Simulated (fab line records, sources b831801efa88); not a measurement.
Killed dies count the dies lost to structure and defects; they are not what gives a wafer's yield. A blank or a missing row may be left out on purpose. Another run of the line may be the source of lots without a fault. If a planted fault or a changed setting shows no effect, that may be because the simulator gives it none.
One fault seen from 2 desks + flow sky130 + each desk holds nothing but its own numbers, with what lay behind them at the end

== AT THE TOOL OWNER'S DESK: implanter-03 ==
The tool's own readings at SKY_SONOS_TUNNEL_IMPLANT_09: means of the sampled wafers that have a number, for each lot that ran on this tool. Any lot whose mean is over 4 standard deviations away from the usual mean is out of limits and marked OUT; that distance is given in the brackets.
Columns: A = beam on s at SKY_SONOS_TUNNEL_IMPLANT_09, usual 9.99 s; B = faraday current uA at SKY_SONOS_TUNNEL_IMPLANT_09, usual 5.64
| lot  | first seen here | A               | B              |
|------|-----------------|-----------------|----------------|
| L550 | day 13 06:55    | 9.87            | 5.70           |
| L556 | day 15 09:17    | 7.77 (-10) OUT  | 7.24 (+13) OUT |
| L557 | day 15 13:35    | 7.71 (-10) OUT  | 7.32 (+14) OUT |
| L559 | day 17 03:29    | 8.16 (-8.3) OUT | 7.01 (+11) OUT |
Finding of this desk: L556, L557, L559 out of limits; the first was L556 at day 15 09:17, on beam on s at SKY_SONOS_TUNNEL_IMPLANT_09. L550 stayed within limits.

== METROLOGY DESK ==
Lot by lot, what the gauges showed, no matter which tool ran the lot: averages of those sampled wafers that carry a number. Any lot whose mean is over 4 standard deviations away from the usual mean is out of limits and marked OUT; that distance is given in the brackets.
Columns: A = VT_ADJUST_PCH_TW at SKY_VT_ADJUST_PCH_TW_MEAS_10, usual 142.8; B = cd nm at SKY_SONOS_TUNNEL_CD_MEAS_07, usual 409.8 nm; C = SONOS_TUNNEL_OVL at SKY_SONOS_TUNNEL_OVL_MEAS_08, usual 0.9 nm; D = SONOS_TUNNEL_TW at SKY_SONOS_TUNNEL_TW_MEAS_12, usual 197.1
| lot  | first seen here | A     | B     | C    | D                |
|------|-----------------|-------|-------|------|------------------|
| L547 | day 11 11:54    | 143.7 | 412.4 | 1.2  | 199.2            |
| L550 | day 12 06:00    | 141.7 | 407.9 | 3.1  | 196.6            |
| L556 | day 14 05:52    | 143.9 | 411.5 | -0.9 | 183.8 (-12) OUT  |
| L557 | day 14 10:55    | 141.6 | 413.3 | 0.4  | 183.7 (-12) OUT  |
| L559 | day 15 23:01    | 144.5 | 409.9 | 0.0  | 188.5 (-7.8) OUT |
| L566 | day 17 10:26    | 141.9 | 409.2 | 2.6  | 195.1            |
| L567 | day 17 21:41    | 142.6 | 411.4 | 1.0  | 195.2            |
This desk's finding: out of limits on L556, L557, L559; first on L556, day 15 09:40 (SONOS_TUNNEL_TW at SKY_SONOS_TUNNEL_TW_MEAS_12). L547, L550, L566, L567 stayed within limits.

== ALL TOGETHER ==
The tool owner's desk could have raised an alarm at day 15 09:17, on L556, L557, L559.
An alarm was possible from the metrology desk at day 15 09:40, on L556, L557, L559.
All the named lots went through SKY_SONOS_TUNNEL_IMPLANT_09 on implanter-03.

== WHAT THE SIMULATOR HAD PUT IN ==
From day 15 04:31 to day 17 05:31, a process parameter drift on implanter-03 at SKY_SONOS_TUNNEL_IMPLANT_09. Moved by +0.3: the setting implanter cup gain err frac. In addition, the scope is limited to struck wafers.
Shown lots that were struck: L556, L557, L559.
Delay (hours) between the fault's onset and each desk's first out-of-limits reading: 5 at the tool owner's desk, 5 at the metrology desk.
